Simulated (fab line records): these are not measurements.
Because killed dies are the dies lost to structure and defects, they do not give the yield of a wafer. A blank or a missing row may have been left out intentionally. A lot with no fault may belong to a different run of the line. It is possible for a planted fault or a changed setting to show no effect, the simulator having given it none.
Chamber matching || flow gf180mcu || GF_STI_CMP_25 on cmp-02 has 4 sister chambers
The step polishes, stops on Si3N4, t overpolish 33 s, target thk 524.6 nm. 8 wafers are shown with their chamber, then 11 later ones without.

## WAFERS PAIRED WITH THEIR CHAMBERS
{"wafer": "L239.6", "chamber": 0, "motor-current-A (A)": 11.5, "time-to-endpoint-s (s)": 120}
{"wafer": "L246.5", "chamber": 0, "motor-current-A (A)": 11.6, "time-to-endpoint-s (s)": 110}
{"wafer": "L248.1", "chamber": 1, "motor-current-A (A)": 14.5, "time-to-endpoint-s (s)": 126}
{"wafer": "L248.3", "chamber": 3, "motor-current-A (A)": 13.0, "time-to-endpoint-s (s)": 120}
{"wafer": "L250.2", "chamber": 1, "motor-current-A (A)": 13.9, "time-to-endpoint-s (s)": 126}
{"wafer": "L250.5", "chamber": 3, "motor-current-A (A)": 13.1, "time-to-endpoint-s (s)": 116}
{"wafer": "L250.6", "chamber": 2, "motor-current-A (A)": 11.7, "time-to-endpoint-s (s)": 126}
{"wafer": "L253.4", "chamber": 2, "motor-current-A (A)": 11.7, "time-to-endpoint-s (s)": 127}

## WAFERS WHOSE CHAMBER IS MISSING
{"wafer": "L253.5", "motor-current-A (A)": 11.3, "time-to-endpoint-s (s)": 127}
{"wafer": "L253.6", "motor-current-A (A)": 13.8, "time-to-endpoint-s (s)": 122}
{"wafer": "L254.1", "motor-current-A (A)": 12.1, "time-to-endpoint-s (s)": 124}
{"wafer": "L254.2", "motor-current-A (A)": 13.1, "time-to-endpoint-s (s)": 121}
{"wafer": "L254.3", "motor-current-A (A)": 12.6, "time-to-endpoint-s (s)": 120}
{"wafer": "L255.2", "motor-current-A (A)": 12.1, "time-to-endpoint-s (s)": 127}
{"wafer": "L255.3", "motor-current-A (A)": 11.5, "time-to-endpoint-s (s)": 112}
{"wafer": "L255.4", "motor-current-A (A)": 12.3, "time-to-endpoint-s (s)": 117}
{"wafer": "L256.2", "motor-current-A (A)": 11.4, "time-to-endpoint-s (s)": 127}
{"wafer": "L256.4", "motor-current-A (A)": 13.4, "time-to-endpoint-s (s)": 127}
{"wafer": "L256.6", "motor-current-A (A)": 10.9, "time-to-endpoint-s (s)": 116}

## WHICH CHAMBER EACH WENT THROUGH
{"wafer": "L253.5", "from the rows above": "can't be placed: 2 or 0", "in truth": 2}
{"wafer": "L253.6", "from the rows above": "can't be placed: 1 or 3", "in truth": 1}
{"wafer": "L254.1", "from the rows above": "can't be placed: 2 or 0", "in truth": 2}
{"wafer": "L254.2", "from the rows above": 3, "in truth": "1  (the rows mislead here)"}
{"wafer": "L254.3", "from the rows above": 3, "in truth": 3}
{"wafer": "L255.2", "from the rows above": 2, "in truth": 2}
{"wafer": "L255.3", "from the rows above": 0, "in truth": 0}
{"wafer": "L255.4", "from the rows above": "can't be placed: 3 or 0 or 2", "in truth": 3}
{"wafer": "L256.2", "from the rows above": "can't be placed: 2 or 0", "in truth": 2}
{"wafer": "L256.4", "from the rows above": "can't be placed: 3 or 1", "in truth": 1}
{"wafer": "L256.6", "from the rows above": "can't be placed: 0 or 2", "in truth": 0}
Correctly placed: 3 of 11. Cannot be placed on the basis of these rows: 7; the candidates contain the true chamber in 7. Number placed wrongly: 1.
How it was worked out, from the rows above alone: a wafer's distance from a chamber is the root of the sum, over the readings, of the square of ((its reading less the chamber's mean) divided by the reading's scatter). The wafer belongs to the nearest chamber; if the next one is less than 2 further off, it can't be placed. The mean given for a chamber averages the wafers shown for that chamber. The scatter is the square root of a quotient: the sum, over the shown wafers, of each reading's squared deviation from its chamber's mean, divided by wafers minus chambers.
